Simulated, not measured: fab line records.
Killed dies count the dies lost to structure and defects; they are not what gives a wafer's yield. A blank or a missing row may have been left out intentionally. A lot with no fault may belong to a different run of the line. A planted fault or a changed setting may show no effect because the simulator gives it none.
fab line records -- flow sfqLine
[record] lots = 14, wafers = 42, lastDay = 92
route steps=325 shown L0V@16 I6@276 I7@298
lots with no fault: from the same line, run without faults
startH: hours from the record's opening day to when the first of the lot's shown wafers began -- waitH: hours elapsed since this lot's preceding step -- " the same as in the row above -- L1.1+2: several wafers, shown together as one row -- - no value, or no start given -- * or withheld: withheld -- < > ~ a bound
route shown NAME@n: a module of which the file shows steps, and the number in the route of the first -- usual: mean/standard deviation taken from wafers without a fault -- same: alike in all rows -- chamber/n: place in a boat -- sites: the reading at each site -- _std_site: the standard deviation of these -- _edge_site: mean of outer sites minus mean of inner sites -- radiusMm: for every site, how far away it sits from the centre of the wafer -- mask NAME#n: copy n -- behind: tool/chamber where the wafer was last shaped -- hold: cause of the lot's hold/its duration in hours/its outcome -- device: the transistor (n, p or np) that didn't switch -- end of line: tests run on the same wafers once the route is complete -- where a step has no rows: the recipe by itself -- killed: not the wafer's yield, but the dies lost to structure and defects at the first sort -- map: shows each die of a wafer: x if killed, . if not, _ if none is there
set.NAME: setting as actually run; set.NAME@STEP: the setting as run at that earlier step -- model.NAME: the simulator's own value behind a step, which no gauge read
steps of the route over a sample of lots; a table a step, a row a wafer
services: the hour from which a tool's chamber was out of use, counted from the record's first day as startH (under 0 if before that day), plus the number of hours and why
[[steps]]
[step SFQ_TRILAYER_L0_CAP_PECVD_011]
[recipe] material = SiO2, tempC = 150, timeS = 13.333, pressureTorr = 2.4, rfW = 183.3, precursor = SiH4/N2O, targetThkNm = 60
[usual] heaterPowerW = 83/12, rfFwdPowerW = 180.0/1.1, throttleValvePct = 24.9/1.5
lot.wafer,tool,chamber,startH,waitH,heaterPowerW,rfFwdPowerW,throttleValvePct
L895.1,pecvd-03,2,80.86,0.0,93,177.7,24.6
L895.2,pecvd-03,1,80.86,0.0,93,179.4,24.1
L895.5,pecvd-03,2,80.86,0.0,93,179.1,25.1
L898.1,pecvd-01,1,99.88,0.0,75,181.3,23.3
L898.4,pecvd-01,2,99.88,0.0,85,179.4,23.9
L898.5,pecvd-01,1,99.88,0.0,77,180.6,23.3
L900.1,pecvd-03,0,113.08,0.0,107,180.6,23.5
L900.3,pecvd-03,2,113.08,0.0,93,179.8,24.9
L900.5,pecvd-03,0,113.08,0.0,91,181.7,23.7
L901.1,pecvd-03,0,124.54,0.0,96,182.3,23.8
L901.2,pecvd-03,2,124.54,0.0,87,179.6,25.2
L901.4,pecvd-03,2,124.54,0.0,89,180.2,25.3
L905.1,pecvd-04,0,147.63,0.0,65,180.4,25.8
L905.3,pecvd-04,2,147.63,0.0,71,178.7,25.2
L905.4,pecvd-04,0,147.63,0.0,66,179.7,25.9
L908.2,pecvd-01,0,170.55,0.0,77,181.1,24.1
L908.3,pecvd-01,2,170.55,0.0,86,180.1,24.5
L908.5,pecvd-01,2,170.55,0.0,85,179.8,24.3
L909.1,pecvd-04,2,177.75,0.0,60,178.8,25.5
L909.3,pecvd-04,0,177.75,0.0,63,180.3,26.0
L909.5,pecvd-04,1,177.75,0.0,78,179.6,28.2
L910.1,pecvd-03,2,183.77,0.0,94,179.1,25.2
L910.5,pecvd-03,1,183.77,0.0,84,178.9,24.0
L910.6,pecvd-03,0,183.77,0.0,103,181.8,23.5
L911.1,pecvd-03,1,190.28,0.0,97,179.3,24.0
L911.2,pecvd-03,0,190.28,0.0,104,181.3,23.5
L911.5,pecvd-03,2,190.28,0.0,92,177.8,25.3
L913.1,pecvd-01,1,201.85,0.0,75,180.7,23.3
L913.2,pecvd-01,0,201.85,0.0,82,181.1,23.9
L913.6,pecvd-01,2,201.85,0.0,82,180.6,24.3
L914.3,pecvd-01,0,205.45,0.0,84,181.1,23.9
L914.4,pecvd-01,2,205.45,0.0,85,180.4,24.3
L914.6,pecvd-01,1,205.45,0.0,69,181.7,23.4
L915.3,pecvd-01,0,210.25,0.0,78,180.8,24.0
L915.5,pecvd-01,1,210.25,0.0,68,181.0,23.5
L915.6,pecvd-01,0,210.25,0.0,78,180.7,24.0
L916.1,pecvd-04,0,217.45,0.0,74,179.5,26.1
L916.2,pecvd-04,1,217.45,0.0,87,180.8,28.2
L916.6,pecvd-04,2,217.45,0.0,70,179.2,25.4
L917.1,pecvd-04,0,224.16,0.0,76,180.2,25.7
L917.2,pecvd-04,2,224.16,0.0,61,178.8,25.2
L917.6,pecvd-04,2,224.16,0.0,63,179.5,25.0
[step SFQ_TRILAYER_L0_VIA_ETCH_VIA_ETCH_016]
[recipe] target = SiO2, stopOn = MoNx_KI, maskMaterial = PR, chemistry = CHF3, targetDepthNm = 80, sourceW = 500, biasW = 80, pressureMtorr = 30, timeS = withheld
[usual] chamberPressureMTorr = 29.999/0.029, drypumpMotorCurrentA = 5.6/0.46, oesProductAu = 0.842/0.0092, rfFwdPowerW = 494.5/2
lot.wafer,tool,chamber,startH,waitH,chamberPressureMTorr,drypumpMotorCurrentA,oesProductAu,rfFwdPowerW
L895.1,rieDiel-01,3,166.15,0.0,30.024,4.8,0.844,496.4
L895.2,rieDiel-01,0,166.15,0.0,30.030,5.9,0.837,492.6
L895.5,rieDiel-01,1,166.15,0.0,29.998,6.1,0.851,494.2
L898.1,rieDiel-02,3,196.25,0.0,29.991,6.2,0.834,492.0
L898.4,rieDiel-02,2,196.25,0.0,29.991,6.0,0.841,494.1
L898.5,rieDiel-02,1,196.25,0.0,30.001,5.3,0.845,491.9
L900.1,rieDiel-02,2,205.85,0.0,29.994,6.0,0.839,496.1
L900.3,rieDiel-02,3,205.85,0.0,29.973,6.2,0.843,493.5
L900.5,rieDiel-02,3,205.85,0.0,30.036,6.2,0.724,493.3
L901.1,rieDiel-01,0,219.05,0.0,30.045,5.9,0.830,492.2
L901.2,rieDiel-01,3,219.05,0.0,30.048,4.9,0.711,494.8
L901.4,rieDiel-01,2,219.05,0.0,30.010,5.7,0.852,495.8
L905.1,rieDiel-02,1,251.14,0.0,29.986,5.3,0.850,492.7
L905.3,rieDiel-02,0,251.14,0.0,29.983,5.9,0.840,492.5
L905.4,rieDiel-02,2,251.14,0.0,30.036,6.0,0.856,493.7
L908.2,rieDiel-02,2,274.07,0.0,29.992,6.0,0.846,494.8
L908.3,rieDiel-02,3,274.07,0.0,30.002,6.2,0.826,494.3
L908.5,rieDiel-02,1,274.07,0.0,30.035,5.3,0.846,495.8
L909.1,rieDiel-01,2,282.47,0.0,29.994,5.7,0.839,494.8
L909.3,rieDiel-01,3,282.47,0.0,29.994,4.9,0.848,498.7
L909.5,rieDiel-01,3,282.47,0.0,29.992,4.8,0.850,498.0
L910.1,rieDiel-02,3,289.67,0.0,29.983,6.2,0.837,492.2
L910.5,rieDiel-02,1,289.67,0.0,29.998,5.3,0.836,495.9
L910.6,rieDiel-02,0,289.67,0.0,29.955,5.9,0.842,492.8
L911.1,rieDiel-03,0,295.32,0.0,29.957,5.3,0.835,493.0
L911.2,rieDiel-03,3,295.32,0.0,30.008,5.5,0.835,500.7
L911.5,rieDiel-03,0,295.32,0.0,30.008,5.3,0.852,493.7
L913.1,rieDiel-03,3,308.52,0.0,30.016,5.5,0.848,497.2
L913.2,rieDiel-03,0,308.52,0.0,30.053,5.3,0.858,493.8
L913.6,rieDiel-03,2,308.52,0.0,30.047,5.1,0.845,493.6
L914.3,rieDiel-01,1,318.17,0.0,29.918,6.0,0.844,496.4
L914.4,rieDiel-01,2,318.17,0.0,30.003,5.7,0.839,494.0
L914.6,rieDiel-01,2,318.17,0.0,29.975,5.7,0.853,496.0
L915.3,rieDiel-02,1,322.97,0.0,30.029,5.3,0.856,492.5
L915.5,rieDiel-02,2,322.97,0.0,29.996,6.0,0.852,494.0
L915.6,rieDiel-02,3,322.97,0.0,30.026,6.2,0.855,493.8
L916.1,rieDiel-03,3,332.26,0.0,29.967,5.5,0.823,495.5
L916.2,rieDiel-03,1,332.26,0.0,30.034,4.8,0.830,494.9
L916.6,rieDiel-03,0,332.26,0.0,29.951,5.3,0.840,492.6
L917.1,rieDiel-03,0,339.46,0.0,29.954,5.3,0.850,493.3
L917.2,rieDiel-03,1,339.46,0.0,30.012,4.8,0.843,495.7
L917.6,rieDiel-03,1,339.46,0.0,30.004,4.8,0.840,495.9
[step SFQ_I6_OVL_MEAS_942]
[usual] I6_OVL = 1/5.3
lot.wafer,tool,chamber,startH,waitH,I6_OVL[nm]
L895.1,overlay-02,-,1739.77,0.1,7
L895.2,overlay-02,-,1739.77,0.1,10
L895.5,overlay-02,-,1739.77,0.1,10
L898.1,overlay-02,-,1834.67,0.1,3
L898.4,overlay-02,-,1834.67,0.1,-2
L898.5,overlay-02,-,1834.67,0.1,3
L900.1,overlay-01,-,1845.58,0.1,-1
L900.3,overlay-01,-,1845.58,0.1,4
L900.5,overlay-01,-,1845.58,0.1,0
L901.1,overlay-01,-,1929.00,0.1,-1
L901.2,overlay-01,-,1929.00,0.1,-4
L901.4,overlay-01,-,1929.00,0.1,-6
L905.1,overlay-02,-,1989.20,0.1,1
L905.3,overlay-02,-,1989.20,0.1,1
L905.4,overlay-02,-,1989.20,0.1,2
L908.2,overlay-01,-,2000.01,0.1,-11
L908.3,overlay-01,-,2000.01,0.1,3
L908.5,overlay-01,-,2000.01,0.1,-3
L909.1,overlay-01,-,2002.40,0.1,12
L909.3,overlay-01,-,2002.40,0.1,1
L909.5,overlay-01,-,2002.40,0.1,8
L910.1,overlay-01,-,2004.93,0.1,-2
L910.5,overlay-01,-,2004.93,0.1,-3
L910.6,overlay-01,-,2004.93,0.1,-3
L911.1,overlay-02,-,2006.13,0.1,-2
L911.2,overlay-02,-,2006.13,0.1,0
L911.5,overlay-02,-,2006.13,0.1,-5
L913.1,overlay-02,-,2015.85,0.1,-10
L913.2,overlay-02,-,2015.85,0.1,1
L913.6,overlay-02,-,2015.85,0.1,2
L914.3,overlay-02,-,2020.66,0.1,-8
L914.4,overlay-02,-,2020.66,0.1,-10
L914.6,overlay-02,-,2020.66,0.1,-14
L915.3,overlay-02,-,2023.06,0.1,-4
L915.5,overlay-02,-,2023.06,0.1,-2
L915.6,overlay-02,-,2023.06,0.1,1
L916.1,overlay-01,-,2024.25,0.1,0
L916.2,overlay-01,-,2024.25,0.1,-2
L916.6,overlay-01,-,2024.25,0.1,3
L917.1,overlay-02,-,2025.45,0.1,4
L917.2,overlay-02,-,2025.45,0.1,5
L917.6,overlay-02,-,2025.45,0.1,2
[step SFQ_I7_BOW_MEAS_946]
[recipe] mode = bow
[usual] I7_BOW = 7/7.8
lot.wafer,tool,chamber,startH,waitH,I7_BOW[um]
L895.1,filmMetro-04,-,1831.72,2.0,4
L895.2,filmMetro-04,-,1831.72,2.0,4
L895.5,filmMetro-04,-,1831.72,2.0,5
L898.1,filmMetro-04,-,1920.04,1.0,23
L898.4,filmMetro-04,-,1920.04,1.0,17
L898.5,filmMetro-04,-,1920.04,1.0,29
L900.1,filmMetro-03,-,1932.61,2.5,7
L900.3,filmMetro-03,-,1932.61,2.5,11
L900.5,filmMetro-03,-,1932.61,2.5,7
L901.1,filmMetro-01,-,2011.40,1.0,0
L901.2,filmMetro-01,-,2011.40,1.0,-14
L901.4,filmMetro-01,-,2011.40,1.0,6
L905.1,filmMetro-03,-,2084.90,1.5,-9
L905.3,filmMetro-03,-,2084.90,1.5,-1
L905.4,filmMetro-03,-,2084.90,1.5,0
L908.2,filmMetro-01,-,2095.58,1.5,10
L908.3,filmMetro-01,-,2095.58,1.5,12
L908.5,filmMetro-01,-,2095.58,1.5,21
L909.1,filmMetro-03,-,2097.17,2.5,12
L909.3,filmMetro-03,-,2097.17,2.5,9
L909.5,filmMetro-03,-,2097.17,2.5,3
L910.1,filmMetro-01,-,2100.95,2.0,11
L910.5,filmMetro-01,-,2100.95,2.0,6
L910.6,filmMetro-01,-,2100.95,2.0,-1
L911.1,filmMetro-03,-,2103.17,2.5,6
L911.2,filmMetro-03,-,2103.17,2.5,-8
L911.5,filmMetro-03,-,2103.17,2.5,-2
L913.1,filmMetro-03,-,2109.17,2.5,14
L913.2,filmMetro-03,-,2109.17,2.5,13
L913.6,filmMetro-03,-,2109.17,2.5,12
L914.3,filmMetro-03,-,2114.01,1.0,-3
L914.4,filmMetro-03,-,2114.01,1.0,8
L914.6,filmMetro-03,-,2114.01,1.0,-4
L915.3,filmMetro-01,-,2116.41,1.5,2
L915.5,filmMetro-01,-,2116.41,1.5,14
L915.6,filmMetro-01,-,2116.41,1.5,1
L916.1,filmMetro-03,-,2119.37,2.0,-3
L916.2,filmMetro-03,-,2119.37,2.0,-8
L916.6,filmMetro-03,-,2119.37,2.0,1
L917.1,filmMetro-03,-,2122.08,2.5,5
L917.2,filmMetro-03,-,2122.08,2.5,0
L917.6,filmMetro-03,-,2122.08,2.5,13
[step SFQ_TRILAYER_I7_METRO_MEASURE_185]
[usual] thkNm = 199.5/1.1
lot.wafer,tool,chamber,startH,waitH,thkNm
L895.1,filmMetro-04,-,1831.84,0.1,198.6
L895.2,filmMetro-04,-,1831.84,0.1,198.2
L895.5,filmMetro-04,-,1831.84,0.1,198.3
L898.1,filmMetro-04,-,1920.16,0.1,198.0
L898.4,filmMetro-04,-,1920.16,0.1,198.8
L898.5,filmMetro-04,-,1920.16,0.1,199.5
L900.1,filmMetro-03,-,1932.73,0.1,199.6
L900.3,filmMetro-03,-,1932.73,0.1,198.6
L900.5,filmMetro-03,-,1932.73,0.1,198.5
L901.1,filmMetro-01,-,2011.52,0.1,198.2
L901.2,filmMetro-01,-,2011.52,0.1,199.1
L901.4,filmMetro-01,-,2011.52,0.1,199.1
L905.1,filmMetro-03,-,2085.02,0.1,199.5
L905.3,filmMetro-03,-,2085.02,0.1,197.9
L905.4,filmMetro-03,-,2085.02,0.1,199.5
L908.2,filmMetro-01,-,2095.88,0.3,199.8
L908.3,filmMetro-01,-,2095.88,0.3,199.6
L908.5,filmMetro-01,-,2095.88,0.3,201.2
L909.1,filmMetro-03,-,2097.29,0.1,199.3
L909.3,filmMetro-03,-,2097.29,0.1,200.5
L909.5,filmMetro-03,-,2097.29,0.1,201.1
L910.1,filmMetro-01,-,2101.07,0.1,200.5
L910.5,filmMetro-01,-,2101.07,0.1,199.1
L910.6,filmMetro-01,-,2101.07,0.1,200.1
L911.1,filmMetro-03,-,2103.29,0.1,200.3
L911.2,filmMetro-03,-,2103.29,0.1,198.6
L911.5,filmMetro-03,-,2103.29,0.1,200.6
L913.1,filmMetro-03,-,2109.29,0.1,201.8
L913.2,filmMetro-03,-,2109.29,0.1,200.7
L913.6,filmMetro-03,-,2109.29,0.1,200.8
L914.3,filmMetro-03,-,2114.49,0.5,199.3
L914.4,filmMetro-03,-,2114.49,0.5,198.4
L914.6,filmMetro-03,-,2114.49,0.5,199.1
L915.3,filmMetro-01,-,2116.89,0.5,199.4
L915.5,filmMetro-01,-,2116.89,0.5,200.8
L915.6,filmMetro-01,-,2116.89,0.5,199.4
L916.1,filmMetro-03,-,2119.49,0.1,199.7
L916.2,filmMetro-03,-,2119.49,0.1,198.4
L916.6,filmMetro-03,-,2119.49,0.1,198.4
L917.1,filmMetro-03,-,2122.20,0.1,199.8
L917.2,filmMetro-03,-,2122.20,0.1,199.3
L917.6,filmMetro-03,-,2122.20,0.1,199.5
[[services]]
tool,chamber,startH,hours,kind
filmMetro-03,-,201.32,0.6,pm
filmMetro-03,-,244.42,0.7,pm
filmMetro-03,-,245.14,1.7,pm
filmMetro-03,-,262.34,0.5,pm
filmMetro-03,-,362.74,0.5,pm
filmMetro-03,-,446.32,0.5,pm
filmMetro-03,-,461.82,4.8,repair
filmMetro-03,-,489.42,2.5,pm
filmMetro-03,-,607.72,0.4,pm
filmMetro-03,-,691.32,1.7,pm
filmMetro-03,-,734.54,0.3,pm
filmMetro-03,-,852.72,0.6,pm
filmMetro-03,-,881.97,7.1,repair
filmMetro-03,-,936.32,0.4,pm
filmMetro-03,-,979.42,0.9,pm
filmMetro-03,-,1079.43,0.5,pm
filmMetro-03,-,1097.72,1.2,pm
filmMetro-03,-,1181.32,0.3,pm
filmMetro-03,-,1209.24,5.9,pm
filmMetro-03,-,1224.42,0.8,pm
filmMetro-03,-,1342.72,0.4,pm
filmMetro-03,-,1345.08,2.4,pm
filmMetro-03,-,1426.32,0.6,pm
filmMetro-03,-,1462.34,0.4,pm
[[key]]
[firstSign] step = SFQ_TRILAYER_L0_VIA_ETCH_VIA_ETCH_016, reading = oesProductAu, direction = down, sigmas = 13, usual = 0.842, struck = 0.718
effect none on later readings
metAt SFQ_TRILAYER_L0_CAP_PECVD_011
struckLots L900,L901
struckWafers L900.5,L901.2
notActingAt SFQ_I6_OVL_MEAS_942,SFQ_I7_BOW_MEAS_946,SFQ_TRILAYER_I7_METRO_MEASURE_185
onsetBetween 80.86 113.08
[fault] kind = processParameterDrift, tool = pecvd-03, chamber = -, onsetH = 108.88, steps = SFQ_TRILAYER_L0_CAP_PECVD_011, channel = targetThkNm, offset = -16.095, shape = step, endH = 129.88, scope = struckWafersOnly, actsIn = theseRecipesOnly, stated = 60
